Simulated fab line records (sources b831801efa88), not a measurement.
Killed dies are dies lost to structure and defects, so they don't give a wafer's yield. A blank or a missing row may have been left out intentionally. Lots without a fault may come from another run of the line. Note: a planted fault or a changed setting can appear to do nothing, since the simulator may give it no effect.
What tool caused it? | flow sky130 | 45 wafers from 15 lots sampled at 3 of the route's 708 steps

## WHAT EACH GAUGE READ, for each wafer
Not one reading of a measure or inspect step in the record can be checked against a usual standard deviation.

## WHAT TOOL EACH LOT RAN ON (gives the tool, then ch and the chambers of the sampled wafers, and finally the start)
lot  | SKY_VIA2_ETCH_14                   | SKY_VIA2_ETCH_15                   | SKY_VIA2_STRIP_16
L672 | rie diel-01 ch 0,2,3, day 37 10:02 | rie diel-01 ch 0,2,3, day 37 10:05 | plasma asher-01 ch 0,1, day 37 10:08
L673 | rie diel-02 ch 0,2, day 37 20:25   | rie diel-02 ch 0,2, day 37 20:27   | plasma asher-03 ch 1, day 37 20:31
L675 | rie diel-04 ch 0,1, day 38 06:37   | rie diel-04 ch 0,1, day 38 06:39   | plasma asher-02 ch 0,1, day 38 06:45
L681 | rie diel-04 ch 0,1,2, day 40 04:40 | rie diel-04 ch 0,1,2, day 40 04:43 | plasma asher-01 ch 0,1, day 40 04:47
L684 | rie diel-02 ch 0,2,3, day 40 22:31 | rie diel-02 ch 0,2,3, day 40 22:33 | plasma asher-02 ch 0,1, day 40 22:37
L683 | rie diel-01 ch 0,1,3, day 41 01:31 | rie diel-01 ch 0,1,3, day 41 01:33 | plasma asher-02 ch 0,1, day 41 01:37
L685 | rie diel-04 ch 2,3, day 41 07:04   | rie diel-04 ch 2,3, day 41 07:07   | plasma asher-03 ch 0,1, day 41 07:11
L686 | rie diel-04 ch 0,1,2, day 41 13:26 | rie diel-04 ch 0,1,2, day 41 13:29 | plasma asher-02 ch 0,1, day 41 13:32
L687 | rie diel-04 ch 2,3, day 41 18:01   | rie diel-04 ch 2,3, day 41 18:04   | plasma asher-03 ch 0,1, day 41 18:08
L688 | rie diel-02 ch 0,1,2, day 41 18:14 | rie diel-02 ch 0,1,2, day 41 18:17 | plasma asher-02 ch 0,1, day 41 18:20
L692 | rie diel-01 ch 0,2,3, day 43 04:22 | rie diel-01 ch 0,2,3, day 43 04:24 | plasma asher-03 ch 0,1, day 43 04:28
L691 | rie diel-02 ch 0,2,3, day 43 10:16 | rie diel-02 ch 0,2,3, day 43 10:18 | plasma asher-01 ch 0,1, day 43 10:22
L693 | rie diel-02 ch 0,2, day 43 11:52   | rie diel-02 ch 0,2, day 43 11:54   | plasma asher-01 ch 0,1, day 43 11:58
L689 | rie diel-02 ch 0,2,3, day 43 14:01 | rie diel-02 ch 0,2,3, day 43 14:04 | plasma asher-01 ch 0,1, day 43 14:10
L694 | rie diel-02 ch 0,3, day 43 19:25   | rie diel-02 ch 0,3, day 43 19:27   | plasma asher-01 ch 0,1, day 43 19:31
- SKY_VIA2_ETCH_14: etches BARC in N2/H2, stops on SiO2, time 45.9 s, target depth 60 nm.
- SKY_VIA2_ETCH_15: etches SiO2 in C4F8/O2/Ar, stops on TiN, target depth 546 nm, time 84 s.
- SKY_VIA2_STRIP_16: strips in O2/N2.

## AS READ BY THE TOOLS THEMSELVES (means over the sampled wafers that have a number; for cases with no such wafer, the mark the record gives instead)
SKY_VIA2_ETCH_14. Usual: bias w 100.01 W, standard deviation 0.3; chamber pressure mTorr 29.995 mTorr, standard deviation 0.024; drypump motor current A 5.9 A, standard deviation 0.46; oes product au 0.855 a.u., standard deviation 0.0048; throttle valve pct 13.224 %, standard deviation 0.0087.
lot  | tool        | bias w (W) | chamber pressure mTorr (mTorr) | drypump motor current A (A) | oes product au (a.u.) | throttle valve pct (%) | flag
L672 | rie diel-01 | 99.98      | 29.996                         | 5.8                         | 0.859                 | 13.222                 |
L673 | rie diel-02 | 99.90      | 29.996                         | 5.7                         | 0.855                 | 13.225                 |
L675 | rie diel-04 | 99.78      | 29.994                         | 6.0                         | 0.854                 | 13.215                 |
L681 | rie diel-04 | 99.84      | 29.985                         | 6.1                         | 0.856                 | 13.223                 |
L684 | rie diel-02 | 99.96      | 29.994                         | 6.0                         | 0.850                 | 13.218                 |
L683 | rie diel-01 | 100.43     | 29.993                         | 5.8                         | 0.856                 | 13.219                 |
L685 | rie diel-04 | -          | -                              | -                           | -                     | -                      | OFF
L686 | rie diel-04 | -          | -                              | -                           | -                     | -                      | OFF
L687 | rie diel-04 | -          | -                              | -                           | -                     | -                      | OFF
L688 | rie diel-02 | 99.84      | 29.993                         | 5.5                         | 0.857                 | 13.222                 |
L692 | rie diel-01 | 99.90      | 30.006                         | 5.8                         | 0.854                 | 13.223                 |
L691 | rie diel-02 | 100.05     | 29.999                         | 6.0                         | 0.852                 | 13.223                 |
L693 | rie diel-02 | 99.78      | 29.980                         | 5.8                         | 0.854                 | 13.224                 |
L689 | rie diel-02 | 100.16     | 30.003                         | 6.0                         | 0.853                 | 13.229                 |
L694 | rie diel-02 | 100.29     | 30.024                         | 5.9                         | 0.853                 | 13.225                 |

SKY_VIA2_ETCH_15. Usual: bias w 1200 W, standard deviation 3.8; chamber pressure mTorr 40.00 mTorr, standard deviation 0.035; oes product au 0.940 a.u., standard deviation 0.0048.
lot  | tool        | bias w (W) | chamber pressure mTorr (mTorr) | oes product au (a.u.) | flag
L672 | rie diel-01 | 1200       | 40.01                          | 0.937                 |
L673 | rie diel-02 | 1199       | 39.99                          | 0.939                 |
L675 | rie diel-04 | 1202       | 40.00                          | 0.939                 |
L681 | rie diel-04 | 1199       | 40.03                          | 0.938                 |
L684 | rie diel-02 | 1203       | 40.02                          | 0.938                 |
L683 | rie diel-01 | 1201       | 40.01                          | 0.939                 |
L685 | rie diel-04 | 1205       | 40.02                          | 0.379                 | OFF
L686 | rie diel-04 | 1197       | 39.99                          | 0.373                 | OFF
L687 | rie diel-04 | 1201       | 40.01                          | 0.381                 | OFF
L688 | rie diel-02 | 1201       | 39.99                          | 0.940                 |
L692 | rie diel-01 | 1199       | 40.01                          | 0.936                 |
L691 | rie diel-02 | 1198       | 39.97                          | 0.943                 |
L693 | rie diel-02 | 1198       | 39.98                          | 0.938                 |
L689 | rie diel-02 | 1200       | 39.96                          | 0.942                 |
L694 | rie diel-02 | 1195       | 39.98                          | 0.939                 |

SKY_VIA2_STRIP_16. Usual: drypump motor current A 5.7 A, standard deviation 0.38; oes product au 0.397 a.u., standard deviation 0.0049; strip time to endpoint s 4.050 s, standard deviation 0.019.
lot  | tool            | drypump motor current A (A) | oes product au (a.u.) | strip time to endpoint s (s) | flag
L672 | plasma asher-01 | 5.7                         | 0.396                 | 4.043                        |
L673 | plasma asher-03 | 6.0                         | 0.397                 | 4.037                        |
L675 | plasma asher-02 | 5.3                         | 0.404                 | 4.071                        |
L681 | plasma asher-01 | 5.9                         | 0.394                 | 4.046                        |
L684 | plasma asher-02 | 5.3                         | 0.395                 | 4.040                        |
L683 | plasma asher-02 | 5.7                         | 0.399                 | 4.066                        |
L685 | plasma asher-03 | 5.8                         | 0.417                 | 4.496                        | OFF
L686 | plasma asher-02 | 5.3                         | 0.417                 | 4.483                        | OFF
L687 | plasma asher-03 | 5.8                         | 0.418                 | 4.509                        | OFF
L688 | plasma asher-02 | 5.6                         | 0.394                 | 4.056                        |
L692 | plasma asher-03 | 5.8                         | 0.397                 | 4.062                        |
L691 | plasma asher-01 | 5.9                         | 0.398                 | 4.046                        |
L693 | plasma asher-01 | 5.7                         | 0.394                 | 4.040                        |
L689 | plasma asher-01 | 5.9                         | 0.395                 | 4.038                        |
L694 | plasma asher-01 | 5.9                         | 0.401                 | 4.039                        |

## THE ANSWER, worked out from the rows above alone
Rule: take the mean of a lot's wafers that have a number; if it is more than 3 standard deviations from the usual mean, the lot is off. Also off: a lot with no number at a reading for which 4 or more lots have one. The other lots that the step has rows for count as sound. The gauges are gone through in route order, then the tools' own readings, and for those a lot's mean is taken as printed above. At the first step where some lot is off, the reading lying furthest off is the one used; lots without a number count as furthest.
Off at SKY_VIA2_ETCH_14 (bias w): L685, L686, L687. Without a number there: L685, L686, L687.
If a tool, at that step or one of the process steps before it, ran each lot that is off and ran no sound lot following the first of them, it fits. One fits: rie diel-04 at SKY_VIA2_ETCH_14. A fault onset in the window from L681 (day 40 04:40, its last sound lot) to L685 (day 41 07:04, its first lot off) fits.
Blank at SKY_VIA2_ETCH_14 on the lots that are off, where sound lots have numbers: bias w, chamber pressure mTorr, drypump motor current A, oes product au, throttle valve pct.

## WHAT THE SIMULATOR HAD INSERTED
Entire step skipped (rie diel-04, SKY_VIA2_ETCH_14), from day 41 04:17 onward. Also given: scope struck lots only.
Lots struck among those shown: L685, L686, L687. The rule given above showed the same thing.
